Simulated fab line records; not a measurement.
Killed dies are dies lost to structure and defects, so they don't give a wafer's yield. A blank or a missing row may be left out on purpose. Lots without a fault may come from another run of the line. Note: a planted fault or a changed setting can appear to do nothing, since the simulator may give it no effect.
A single fault, viewed from 2 desks -- flow gf180mcu -- every desk sees just its own numbers, and what lay behind them comes last

## FROM THE METROLOGY DESK
Lot by lot, what the gauges showed, no matter which tool ran the lot: averages of those sampled wafers that carry a number. If a lot's mean is further than 4 standard deviations from the usual mean, the lot is out of limits and carries the mark OUT (the distance appears in the brackets).
Columns: A = SALICIDE_TIN_RS at GF_SALICIDE_RS_MEAS_04, usual 16.30 ohm/sq; B = M4_ALCU_RS at GF_M4_RS_MEAS_05, usual 0.0695 ohm/sq; C = cd_nm at GF_M4_CD_MEAS_14, usual 280.2 nm
lot,first seen here,A,B,C
L958,day 15 05:13,16.59,0.0697,278.8
L959,day 15 18:56,16.61,0.0717,278.7
L961,day 16 11:53,16.13,0.0694,280.2
L963,day 17 07:52,16.33,0.0698,281.2
L965,day 18 10:12,16.84,0.0696,278.7
L966,day 19 07:37,16.66,0.0702,280.1
L967,day 19 11:49,16.75,0.0688,279.0
L974,day 21 07:11,16.02,0.0689,281.1
L975,day 21 18:09,16.27,0.0696,280.6
L976,day 21 23:53,16.39,0.0691,278.3
L977,day 22 08:49,16.29,0.0698,279.9
L978,day 22 20:11,16.20,0.0700,281.1
L979,day 23 03:43,16.17,0.0699,279.7
L980,day 23 08:05,16.12,0.0699,280.8
This desk found nothing out of limits on any of the 14 lots.

## DESK OF THE TOOL OWNER: pvd_sputter-01
The tool's own readings at GF_SALICIDE_SPUTTER_02 (material Co, target thk 10 nm, time 20 s): means of the sampled wafers that have a number, for each lot that ran on this tool. If a lot's mean is further than 4 standard deviations from the usual mean, the lot is out of limits and carries the mark OUT (the distance appears in the brackets).
Columns: A = throttle_valve_pct at GF_SALICIDE_SPUTTER_02, usual 29.0 %
lot,first seen here,A
L958,day 15 05:10,29.6
L963,day 17 07:47,28.0
L965,day 18 10:07,29.6
L966,day 19 07:32,29.2
L967,day 19 11:44,27.4
L975,day 21 18:04,28.8
L976,day 21 23:50,29.5
L977,day 22 08:46,28.9
L978,day 22 20:08,28.6
L980,day 23 07:59,29.2
This desk found nothing out of limits on any of the 10 lots.

## PUT TOGETHER
Metrology desk: nothing out of limits seen.
The desk of the tool owner found nothing out of limits.

## WHAT THE SIMULATOR HAD INSERTED
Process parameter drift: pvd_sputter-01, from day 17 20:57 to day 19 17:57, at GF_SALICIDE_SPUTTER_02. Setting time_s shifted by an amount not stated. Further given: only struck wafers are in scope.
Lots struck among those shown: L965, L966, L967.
